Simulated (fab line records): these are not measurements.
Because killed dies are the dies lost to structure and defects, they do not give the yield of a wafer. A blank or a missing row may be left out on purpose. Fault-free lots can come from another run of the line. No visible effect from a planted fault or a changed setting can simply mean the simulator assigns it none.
Comparing a struck lot with a sound one ; flow sfq-line ; 42 steps out of a route of 325
Sound: the wafers L430.3, L430.4, L430.5. Struck: wafer L436.5; the same lot's L436.4 was not struck, so it is left out; see the end for the cause.
For every step that has rows: the tool of each side, followed by ch and its chambers, followed by its first start. Under that, the readings that differ: sound wafers ; struck wafers ; difference of the means ; sigmas: that difference in standard deviations of wafers without a fault.
alike: readings whose means differ by less than 2 such deviations, and words and numbers that are the same on both sides. not compared: withheld readings, readings that some wafer has no value for, bounds like >300 that may hide the same value, and numbers for which the record gives no deviation and whose values overlap.
The two part at a step that has a row with sigmas, a row that says differs or no value, or rows on one side only. Non-overlapping numbers with no deviation appear without sigmas and do not part them. A reading that every wafer of one side lacks parts them only if that side has two wafers or more.

SFQ_L0_RS_MEAS_901: measures by four-point-probe.
  sound on film-metro-03, day 2 08:36; struck on film-metro-04, day 3 14:37
reading;sound;struck;difference;sigmas
L0_MONX_KI_RS (ohm/sq);44.1 44.6 44.3;43.1;-1.2;-2
SFQ_L0_THK_MEAS_902: measures by xrf.
  sound on film-metro-03, day 2 08:42; struck on film-metro-04, day 3 14:43
reading;sound;struck;difference;sigmas
L0_MONX_KI_THK (nm);38.3 37.8 38.0;39.1;+1.1;+2
then, 7 steps without rows for these wafers: SFQ_TRILAYER_L0_LITHO_COAT_010 (resist thk 62 nm); SFQ_TRILAYER_L0_LITHO_COAT_005 (resist thk 600 nm); SFQ_TRILAYER_L0_LITHO_SOFTBAKE_009; SFQ_TRILAYER_L0_LITHO_EXPOSE_006 (exposes mask L0, target cd 2000 nm); SFQ_TRILAYER_L0_LITHO_PEB_008 (peb time 60 s); SFQ_TRILAYER_L0_LITHO_DEVELOP_007 (time 60 s); SFQ_TRILAYER_L0_BARC_OPEN_METAL_ETCH_010 (etches BARC in O2, target depth 125 nm, time 41.7 s).
SFQ_TRILAYER_L0_ETCH_METAL_ETCH_008: etches MoNx KI in SF6/O2, stops on SiO2, target depth 50 nm, time 25 s.
  sound on rie-metal-02 ch 0,1, day 2 21:41; struck on rie-metal-01 ch 1, day 4 02:29
  alike: drypump-motor-current-A, oes-product-au
  not compared: rf-hours-counter-h
SFQ_TRILAYER_L0_STRIP_STRIP_009: strips in O2.
  sound on rie-metal-02 ch 0,1, day 2 21:55; struck on rie-metal-01 ch 1, day 4 02:43
  alike: drypump-motor-current-A, oes-product-au
  not compared: rf-hours-counter-h
then, 1 step without rows for these wafers: SFQ_TRILAYER_L0_STRIP_SOLV_CLEAN_010 (cleans in NMP, time 600 s).
SFQ_TRILAYER_L0_CAP_PECVD_011: deposits SiO2 from SiH4/N2O, time 13.333 s, target thk 60 nm.
  sound on pecvd-02 ch 1,2, day 2 22:30; struck on pecvd-02 ch 2, day 4 03:19
reading;sound;struck;difference;sigmas
model.SiO2_of_TRILAYER_L0_CAP_PECVD_011.thk-nm (nm);59.2 60.16 60.01;86.76;+26.97;
  alike: heater-power-outer-w, heater-power-w, throttle-valve-pct
then, 6 steps without rows for these wafers: SFQ_TRILAYER_L0_VIA_LITHO_COAT_018 (resist thk 62 nm); SFQ_TRILAYER_L0_VIA_LITHO_COAT_013 (resist thk 650 nm); SFQ_TRILAYER_L0_VIA_LITHO_SOFTBAKE_017; SFQ_TRILAYER_L0_VIA_LITHO_EXPOSE_014 (exposes mask L0V, target cd 700 nm); SFQ_TRILAYER_L0_VIA_LITHO_PEB_016 (peb time 60 s); SFQ_TRILAYER_L0_VIA_LITHO_DEVELOP_015 (time 60 s).
-- the record jumps here: 3 days lie between the struck wafers' starts before and after --
SFQ_L0V_OVL_MEAS_903:
  sound on overlay-02, day 5 18:20; struck on overlay-02, day 7 08:16
  alike: L0V_OVL
SFQ_TRILAYER_L0_VIA_BARC_OPEN_VIA_ETCH_021: etches BARC in O2, target depth 125 nm, time 41.7 s.
  sound on rie-diel-03 ch 0,1, day 5 18:22; struck on rie-diel-03 ch 3, day 7 08:17
  alike: drypump-motor-current-A, oes-product-au
  not compared: rf-hours-counter-h
SFQ_TRILAYER_L0_VIA_ETCH_VIA_ETCH_016: etches SiO2 in CHF3, stops on MoNx KI, target depth 80 nm.
  sound on rie-diel-03 ch 0,1, day 5 18:24; struck on rie-diel-03 ch 3, day 7 08:19
reading;sound;struck;difference;sigmas
oes-product-au (a.u.);0.842 0.842 0.834;0.998;+0.159;+20
model.etch.depth-nm (nm);59.2 60.16 60.01;80.26;+20.47;
model.L0V.feature-depth-nm (nm);59.2 60.16 60.01;80.26;+20.47;
  alike: drypump-motor-current-A
then, 2 steps without rows for these wafers: SFQ_TRILAYER_L0_VIA_STRIP_STRIP_017 (strips in O2); SFQ_TRILAYER_L0_VIA_STRIP_SOLV_CLEAN_018 (cleans in NMP, time 600 s).
SFQ_TRILAYER_M0_DEP_PRE_CLEAN_020: time 15 s.
  sound on pvd-sputter-04, day 5 19:13; struck on pvd-sputter-04, day 7 09:10
reading;sound;struck;difference;sigmas
model.SiO2_of_TRILAYER_L0_CAP_PECVD_011.thk-nm (nm);54.2 55.16 55.01;81.76;+26.97;
  alike: bias-v
SFQ_TRILAYER_M0_DEP_SPUTTER_019: material Nb, target thk 200 nm, time 133.3 s.
  sound on pvd-sputter-04, day 5 19:14; struck on pvd-sputter-04, day 7 09:11
  alike: throttle-valve-pct
SFQ_M0_RS_MEAS_904: measures by four-point-probe.
  sound on film-metro-03, day 5 19:22; struck on film-metro-02, day 7 09:20
  alike: M0_NB_RS
then, 6 steps without rows for these wafers: SFQ_TRILAYER_M0_LITHO_COAT_026 (resist thk 62 nm); SFQ_TRILAYER_M0_LITHO_COAT_021 (resist thk 600 nm); SFQ_TRILAYER_M0_LITHO_SOFTBAKE_025; SFQ_TRILAYER_M0_LITHO_EXPOSE_022 (exposes mask M0, target cd 500 nm); SFQ_TRILAYER_M0_LITHO_PEB_024 (peb time 60 s); SFQ_TRILAYER_M0_LITHO_DEVELOP_023 (time 60 s).
SFQ_M0_OVL_MEAS_906:
  sound on overlay-01, day 6 16:01; struck on overlay-01, day 8 06:31
  alike: M0_OVL
then, 4 steps without rows for these wafers: SFQ_TRILAYER_M0_BARC_OPEN_METAL_ETCH_031 (etches BARC in O2, target depth 125 nm, time 41.7 s); SFQ_TRILAYER_M0_ETCH_METAL_ETCH_024 (etches Nb in Cl2/Ar, stops on SiO2, target depth 240 nm, time 120 s); SFQ_TRILAYER_M0_STRIP_STRIP_025 (strips in O2); SFQ_TRILAYER_M0_STRIP_SOLV_CLEAN_026 (cleans in NMP, time 600 s).
SFQ_TRILAYER_I0_DEP_PECVD_027: deposits SiO2 from SiH4/N2O, time 111.11 s, target thk 500 nm.
  sound on pecvd-04 ch 0,1,2, day 6 16:59; struck on pecvd-01 ch 0, day 8 07:32
reading;sound;struck;difference;sigmas
heater-power-outer-w (W);37 34 50;14;-26;-3
heater-power-w (W);88 93 112;56;-42;-3
throttle-valve-pct (%);25.4 26.7 25.4;23.3;-2.5;-3
then, 1 step without rows for these wafers: SFQ_TRILAYER_I0_CMP_CMP_028 (polishes SiO2).
SFQ_I0_BOW_MEAS_907:
  sound on film-metro-02, day 6 20:07; struck on film-metro-01, day 8 10:38
  alike: I0_BOW
-- the record jumps here: 71 days lie between the struck wafers' starts before and after (it left off in module I0 and takes up again in module M8, whose first step shown is number 325 of the route) --
SFQ_M8_BOW_MEAS_951:
  sound on film-metro-01, day 76 02:55; struck on film-metro-02, day 79 04:03
reading;sound;struck;difference;sigmas
model.etest.l0v.link-ohm;44.93 45.4 45.19;1e+06;+1e+06;
  alike: M8_BOW

== WHERE THEY PART ==
Last at SFQ_TRILAYER_I0_DEP_PECVD_027 as far as this record goes, first at SFQ_L0_RS_MEAS_901. Later steps at which nothing parts them and some readings are alike: SFQ_I0_BOW_MEAS_907, SFQ_M8_BOW_MEAS_951.

WHY: the cause the simulator had injected
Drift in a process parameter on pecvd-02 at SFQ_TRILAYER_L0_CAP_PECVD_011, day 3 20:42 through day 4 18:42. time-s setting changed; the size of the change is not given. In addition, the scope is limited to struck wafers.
